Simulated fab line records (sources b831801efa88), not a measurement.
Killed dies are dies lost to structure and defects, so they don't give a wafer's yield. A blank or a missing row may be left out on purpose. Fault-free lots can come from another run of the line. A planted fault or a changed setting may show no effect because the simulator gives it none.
The tool behind it: which one?    flow gf180mcu    6 lots, 18 wafers sampled, at 5 steps of a route of 602

## WHAT THE GAUGES READ, wafer by wafer
GF_CONTACT_OVL_MEAS_15.
lot   measured      on          CONTACT_OVL (nm)
L587  day 18 06:17  overlay-01  2 -3 2
L591  day 19 15:37  overlay-01  -7 -14 -5
L594  day 21 03:02  overlay-02  1 -6 -5
L598  day 22 06:22  overlay-02  10 -5 8
L600  day 22 22:17  overlay-01  -2 -9 -19
L602  day 23 16:16  overlay-01  -2 4 -5

## EACH LOT AND THE TOOL THAT RAN IT (in order: tool; ch and the chambers of the sampled wafers; start)
lot   GF_VT_IMPLANT_RTA_45              GF_HV_LDD_STRIP_22                    GF_HV_LDD_COAT_26                  GF_HV_LDD_STRIP_37
L587  rtp anneal-01 ch 0, day 9 04:42   plasma asher-02 ch 0,1, day 12 13:47  litho track-02 ch 0, day 12 23:23  plasma asher-03 ch 0,1, day 13 10:45
L591  rtp anneal-01 ch 0, day 10 06:42  plasma asher-03 ch 0,1, day 13 17:55  litho track-02 ch 0, day 14 04:33  plasma asher-01 ch 0,1, day 14 15:52
L594  rtp anneal-02 ch 0, day 11 09:16  plasma asher-02 ch 0,1, day 15 02:24  litho track-04 ch 0, day 15 12:56  plasma asher-02 ch 0,1, day 16 00:49
L598  rtp anneal-01 ch 0, day 12 07:21  plasma asher-03 ch 0,1, day 16 03:07  litho track-04 ch 0, day 16 13:51  plasma asher-01 ch 1, day 17 02:10
L600  rtp anneal-01 ch 0, day 12 20:46  plasma asher-01 ch 0,1, day 16 18:54  litho track-01 ch 0, day 17 06:07  plasma asher-01 ch 1, day 17 17:52
L602  rtp anneal-02 ch 0, day 13 12:27  plasma asher-01 ch 0,1, day 17 12:31  litho track-02 ch 0, day 17 23:51  plasma asher-01 ch 0,1, day 18 12:28
- GF_VT_IMPLANT_RTA_45: time 30 s.
- GF_HV_LDD_STRIP_22: strips in O2/N2.
- GF_HV_LDD_COAT_26: resist thk 1000 nm.
- GF_HV_LDD_STRIP_37: strips in O2/N2.

## THE ANSWER, worked out from the rows above alone
Rule: the lots themselves supply what counts as usual. Put in order of their means at a reading, lots are off if they are a third of the lots or fewer, leave a main group of 4 or more, and stand apart from it by a gap of 3 or more times the standard deviation of the main group's means; of several such gaps the widest counts. The tables above print the reading to a certain number of digits; a main group whose means all agree to those digits is not used. Also off: a lot with no number at a reading for which 4 or more lots have one. All remaining lots with rows at the step are treated as sound.
None of the lots is off at any reading shown; this tells nothing.

## WHAT HAD BEEN PUT IN BY THE SIMULATOR
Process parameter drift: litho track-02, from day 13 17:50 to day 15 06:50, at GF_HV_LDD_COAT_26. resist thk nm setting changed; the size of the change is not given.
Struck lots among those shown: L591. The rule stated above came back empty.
